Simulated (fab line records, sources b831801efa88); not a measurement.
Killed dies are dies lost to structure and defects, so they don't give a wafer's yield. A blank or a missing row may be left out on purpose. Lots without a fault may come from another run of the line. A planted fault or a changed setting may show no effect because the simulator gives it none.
fab line records | flow sky130
record lots=15 wafers=45 last_day=50
route steps=708 shown VT_ADJUST_PCH@153 SONOS_TUNNEL@162 SONOS_ONO@173 POLY_GATE@204
lots that met no fault: from a run of the same line without faults
start_h: hours from the record's first day to the start of the lot's first wafer shown | wait_h: hours since the lot's step before | " the same as in the row above | L1.1+2: a row that stands for several wafers | - no value, or no start given | * or withheld: withheld | < > ~ a bound
route shown NAME@n: a module of which the file shows steps, and the number in the route of the first | usual: mean/standard deviation of fault-free wafers | same: alike in all rows | chamber/n: place in a boat | sites: the reading at each site | _std_site: their standard deviation | _edge_site: outer sites' mean less inner sites' | radius_mm: how far each site lies from the wafer's centre | mask NAME#n: copy n | behind: the tool/chamber that last shaped the wafer | hold: why the lot was held/for how many hours/how that ended | device: the transistor (n, p or np) that didn't switch | end of line: the same wafers' tests at the end of the route | a step without rows: its recipe alone | killed: dies lost to structure and defects at the first sort, not the wafer's yield | map: a wafer's dies, x killed, . not, _ none there
set.NAME: the setting as run; set.NAME@STEP: as run at that earlier step | model.NAME: the simulator's own value behind a step, which no gauge read
steps of the route over a sample of lots; a table a step, a row a wafer
services: from which hour (start_h, from the record's first day; less than 0 if before it) a tool's chamber was out of use, for how many hours, and why
## steps
# step SKY_VT_ADJUST_PCH_TW_MEAS_10
# usual VT_ADJUST_PCH_TW=145.4/1.4
# columns lot.wafer tool chamber start_h wait_h VT_ADJUST_PCH_TW
L170.3 film_metro-02 - 223.70 0.1 143.9
L170.5 " - " " 143.0
L170.6 " - " " 143.6
L171.2 film_metro-01 - 229.49 0.1 146.9
L171.3 " - " " 147.2
L171.6 " - " " 147.2
L172.1 film_metro-01 - 248.90 0.1 146.4
L172.2 " - " " 146.8
L172.6 " - " " 146.8
L174.3 film_metro-01 - 268.82 0.1 145.9
L174.5 " - " " 146.0
L174.6 " - " " 147.3
L177.1 film_metro-02 - 281.68 0.1 143.5
L177.4 " - " " 143.4
L177.6 " - " " 142.9
L178.2 film_metro-01 - 286.19 0.1 146.5
L178.3 " - " " 146.4
L178.6 " - " " 146.5
L179.3 film_metro-02 - 296.12 0.1 144.0
L179.4 " - " " 144.0
L179.5 " - " " 143.9
L180.2 film_metro-01 - 307.69 0.1 146.9
L180.3 " - " " 146.5
L180.6 " - " " 146.1
L181.2 film_metro-02 - 309.89 0.1 143.8
L181.3 " - " " 143.6
L181.6 " - " " 143.7
L188.1 film_metro-02 - 361.48 0.1 144.5
L188.2 " - " " 144.7
L188.6 " - " " 143.8
L189.3 film_metro-02 - 370.55 0.1 145.6
L189.4 " - " " 144.6
L189.5 " - " " 144.9
L190.3 film_metro-01 - 379.62 0.1 147.1
L190.4 " - " " 147.0
L190.5 " - " " 147.0
L191.1 film_metro-02 - 383.13 0.1 144.6
L191.2 " - " " 145.2
L191.5 " - " " 144.5
L192.2 film_metro-02 - 407.94 0.1 144.0
L192.5 " - " " 144.4
L192.6 " - " " 143.1
L193.1 film_metro-02 - 410.00 0.1 144.2
L193.2 " - " " 144.2
L193.6 " - " " 144.5
# step SKY_SONOS_TUNNEL_OVL_MEAS_08
# usual SONOS_TUNNEL_OVL=0.2/1.4
# columns lot.wafer tool chamber start_h wait_h SONOS_TUNNEL_OVL[nm]
L170.3 overlay-02 - 246.60 0.1 2.8
L170.5 " - " " 2.5
L170.6 " - " " 3.2
L171.2 overlay-02 - 252.02 0.1 -0.9
L171.3 " - " " -0.2
L171.6 " - " " -1.5
L172.1 overlay-01 - 272.48 0.1 2.1
L172.2 " - " " 0.8
L172.6 " - " " 0.9
L174.3 overlay-02 - 294.58 0.1 0.4
L174.5 " - " " 1.0
L174.6 " - " " -0.2
L177.1 overlay-01 - 307.56 0.1 -0.2
L177.4 " - " " -0.2
L177.6 " - " " -0.7
L178.2 overlay-02 - 311.67 0.1 -0.5
L178.3 " - " " 0.2
L178.6 " - " " 0.3
L179.3 overlay-02 - 321.10 0.1 0.0
L179.4 " - " " -0.4
L179.5 " - " " -1.1
L180.2 overlay-01 - 333.32 0.1 2.1
L180.3 " - " " 1.1
L180.6 " - " " 2.5
L181.2 overlay-02 - 334.97 0.1 -0.6
L181.3 " - " " -0.9
L181.6 " - " " -0.1
L188.1 overlay-02 - 389.86 0.1 1.1
L188.2 " - " " 1.5
L188.6 " - " " -1.0
L189.3 overlay-01 - 398.33 0.1 -0.2
L189.4 " - " " -0.6
L189.5 " - " " 1.1
L190.3 overlay-01 - 408.47 0.1 1.3
L190.4 " - " " 3.1
L190.5 " - " " 1.3
L191.1 overlay-01 - 412.01 0.1 -3.4
L191.2 " - " " -2.5
L191.5 " - " " -0.7
L192.2 overlay-01 - 439.22 0.1 -0.8
L192.5 " - " " -1.9
L192.6 " - " " -0.9
L193.1 overlay-02 - 440.66 0.1 -0.7
L193.2 " - " " -1.3
L193.6 " - " " -1.6
# step SKY_SONOS_ONO_THK_MEAS_05
# recipe reads=SiO2_of_SONOS_ONO_CVD_04
# usual SONOS_ONO_CVD_04_THK=5.70/0.11
# columns lot.wafer tool chamber start_h wait_h SONOS_ONO_CVD_04_THK[nm]
L170.3 film_metro-01 - 251.39 0.0 5.59
L170.5 " - " " 5.72
L170.6 " - " " 5.66
L171.2 film_metro-03 - 259.30 0.0 5.59
L171.3 " - " " 5.66
L171.6 " - " " 5.60
L172.1 film_metro-01 - 276.93 0.0 5.53
L172.2 " - " " 5.46
L172.6 " - " " 5.41
L174.3 film_metro-01 - 300.51 0.0 5.66
L174.5 " - " " 5.50
L174.6 " - " " 5.55
L177.1 film_metro-01 - 316.39 0.0 5.79
L177.4 " - " " 5.74
L177.6 " - " " 5.71
L178.2 film_metro-03 - 321.92 0.0 5.57
L178.3 " - " " 5.58
L178.6 " - " " 5.67
L179.3 film_metro-03 - 330.94 0.0 5.83
L179.4 " - " " 5.86
L179.5 " - " " 5.87
L180.2 film_metro-01 - 345.14 0.0 5.56
L180.3 " - " " 5.65
L180.6 " - " " 5.64
L181.2 film_metro-03 - 345.14 0.0 5.68
L181.3 " - " " 5.71
L181.6 " - " " 5.74
L188.1 film_metro-03 - 396.84 0.0 5.85
L188.2 " - " " 5.77
L188.6 " - " " 5.79
L189.3 film_metro-01 - 403.20 0.0 5.62
L189.4 " - " " 5.52
L189.5 " - " " 5.56
L190.3 film_metro-01 - 412.77 0.0 5.62
L190.4 " - " " 5.67
L190.5 " - " " 5.67
L191.1 film_metro-03 - 418.83 0.0 5.69
L191.2 " - " " 5.66
L191.5 " - " " 5.64
L192.2 film_metro-03 - 445.05 0.0 5.75
L192.5 " - " " 5.90
L192.6 " - " " 5.75
L193.1 film_metro-01 - 446.29 0.0 5.80
L193.2 " - " " 5.68
L193.6 " - " " 5.82
# step SKY_POLY_GATE_CVD_00
# recipe material=poly-Si target_thk_nm=180 temp_c=620 time_s=720 pressure_mtorr=200
# usual spike_tc_centre_C=620.4/1.1 zone_power_centre_pct=7.9/0.63
# columns lot.wafer tool chamber start_h wait_h spike_tc_centre_C zone_power_centre_pct
L170.3 lpcvd-01 0 307.96 0.0 618.4 7.4
L170.5 " 0 " " 620.2 7.4
L170.6 " 0 " " 619.3 7.5
L171.2 lpcvd-01 0 316.27 0.0 619.7 7.5
L171.3 " 0 " " 621.0 7.5
L171.6 " 0 " " 620.7 7.4
L172.1 lpcvd-01 1 335.37 0.0 620.9 8.9
L172.2 " 1 " " 620.4 8.8
L172.6 " 1 " " 621.0 8.6
L174.3 lpcvd-01 1 358.87 0.0 621.0 8.7
L174.5 " 1 " " 622.2 8.7
L174.6 " 1 " " 619.8 8.7
L177.1 lpcvd-01 0 375.30 0.0 618.2 7.4
L177.4 " 0 " " 619.6 7.5
L177.6 " 0 " " 621.6 7.5
L178.2 lpcvd-01 0 382.43 0.0 619.9 7.3
L178.3 " 0 " " 621.2 7.5
L178.6 " 0 " " 618.5 7.3
L179.3 lpcvd-01 1 389.50 0.0 620.6 8.7
L179.4 " 1 " " 621.0 8.8
L179.5 " 1 " " 621.4 8.8
L180.2 lpcvd-01 1 407.65 0.0 621.3 8.8
L180.3 " 1 " " 620.9 8.7
L180.6 " 1 " " 619.6 8.8
L181.2 lpcvd-01 1 407.65 0.0 619.8 8.8
L181.3 " 1 " " 621.3 8.7
L181.6 " 1 " " 621.7 8.8
L188.1 lpcvd-01 0 463.57 0.0 619.4 7.4
L188.2 " 0 " " 619.8 7.5
L188.6 " 0 " " 620.7 7.5
L189.3 lpcvd-01 1 470.42 0.0 620.7 8.6
L189.4 " 1 " " 620.1 8.7
L189.5 " 1 " " 620.6 8.8
L190.3 lpcvd-01 0 477.23 0.0 621.5 7.3
L190.4 " 0 " " 621.8 7.6
L190.5 " 0 " " 621.6 7.5
L191.1 lpcvd-01 1 483.58 0.0 619.7 8.8
L191.2 " 1 " " 621.0 8.6
L191.5 " 1 " " 621.2 8.7
L192.2 lpcvd-01 1 509.49 0.0 621.6 8.7
L192.5 " 1 " " 621.2 8.7
L192.6 " 1 " " 618.3 8.7
L193.1 lpcvd-01 0 511.29 0.7 621.9 7.4
L193.2 " 0 " " 618.0 7.4
L193.6 " 0 " " 619.9 7.5
# step SKY_POLY_GATE_THK_MEAS_01
# recipe reads=poly-Si_of_POLY_GATE_CVD_00
# usual POLY_GATE_CVD_00_THK=179.8/1.5
# columns lot.wafer tool chamber start_h wait_h hold POLY_GATE_CVD_00_THK[nm]
L170.3 film_metro-01 - 309.18 0.0 - 181.1
L170.5 " - " " - 181.6
L170.6 " - " " - 182.3
L171.2 film_metro-02 - 317.48 0.0 - 177.5
L171.3 " - " " - 179.8
L171.6 " - " " - 178.2
L172.1 film_metro-02 - 336.57 0.0 - 181.3
L172.2 " - " " - 179.2
L172.6 " - " " - 179.6
L174.3 film_metro-02 - 360.09 0.0 - 181.5
L174.5 " - " " - 179.2
L174.6 " - " " - 181.0
L177.1 film_metro-02 - 376.50 0.0 - 179.6
L177.4 " - " " - 179.7
L177.6 " - " " - 180.1
L178.2 film_metro-02 - 383.64 0.0 - 181.9
L178.3 " - " " - 182.7
L178.6 " - " " - 180.7
L179.3 film_metro-02 - 390.72 0.0 await_dispo/0.2h/release 190.6
L179.4 " - " " await_dispo/0.2h/release 191.8
L179.5 " - " " await_dispo/0.2h/release 190.9
L179.3 film_metro-02 - 390.95 0.2 - 190.6
L179.4 " - " " - 191.8
L179.5 " - " " - 190.9
L180.2 film_metro-02 - 408.86 0.0 await_dispo/0.2h/release 188.8
L180.3 " - " " await_dispo/0.2h/release 188.3
L180.6 " - " " await_dispo/0.2h/release 189.2
L180.2 film_metro-02 - 409.09 0.2 - 188.9
L180.3 " - " " - 188.5
L180.6 " - " " - 189.3
L181.2 film_metro-01 - 408.86 0.0 await_dispo/0.2h/release 192.2
L181.3 " - " " await_dispo/0.2h/release 191.2
L181.6 " - " " await_dispo/0.2h/release 192.5
L181.2 film_metro-01 - 409.09 0.2 - 192.2
L181.3 " - " " - 191.2
L181.6 " - " " - 192.3
L188.1 film_metro-02 - 464.77 0.0 - 180.5
L188.2 " - " " - 178.5
L188.6 " - " " - 180.2
L189.3 film_metro-02 - 471.64 0.0 - 178.7
L189.4 " - " " - 178.4
L189.5 " - " " - 179.2
L190.3 film_metro-01 - 478.45 0.0 - 180.6
L190.4 " - " " - 180.1
L190.5 " - " " - 181.6
L191.1 film_metro-02 - 484.78 0.0 - 179.1
L191.2 " - " " - 177.9
L191.5 " - " " - 180.2
L192.2 film_metro-04 - 511.30 0.0 - 179.0
L192.5 " - " " - 179.6
L192.6 " - " " - 177.5
L193.1 film_metro-04 - 513.09 0.0 - 179.0
L193.2 " - " " - 178.6
L193.6 " - " " - 179.8
## services
# columns tool chamber start_h hours kind
lpcvd-01 - 327.42 0.3 repair
## key
first_sign step=SKY_POLY_GATE_THK_MEAS_01 reading=visit direction=added
effect step=SKY_POLY_GATE_THK_MEAS_01 reading=POLY_GATE_CVD_00_THK direction=up sigmas=7.1 usual=179.8 struck=190.6
met_at SKY_POLY_GATE_CVD_00
struck_lots L179,L180,L181
later_rows_left_out L179.5
sort_left_out L179.3,L179.4,L179.5,L180.2,L180.3,L180.6,L181.2,L181.3,L181.6
tester_left_out L179,L180,L181
not_acting_at SKY_VT_ADJUST_PCH_TW_MEAS_10,SKY_SONOS_TUNNEL_OVL_MEAS_08,SKY_SONOS_ONO_THK_MEAS_05
onset_between 382.43 389.50
fault kind=process_parameter_drift tool=lpcvd-01 chamber=- onset_h=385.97 steps=SKY_POLY_GATE_CVD_00 channel=target_thk_nm offset=9.7956 shape=step end_h=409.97 stated=180
# tester_left_out: of these lots the tester's yield and bins aren't shown, on N5 and GAA mostly nor the transistor test; their killed dies are dies lost to structure and defects alone, not to doping, threshold or leakage, so they don't give the yield
# sort_left_out: the simulated sort isn't trusted on such a fault, so these wafers' sort isn't shown, and their yield isn't known
# later_rows_left_out: the simulator's readings of these wafers behind a module that went badly wrong aren't trusted and aren't shown, but for the sort
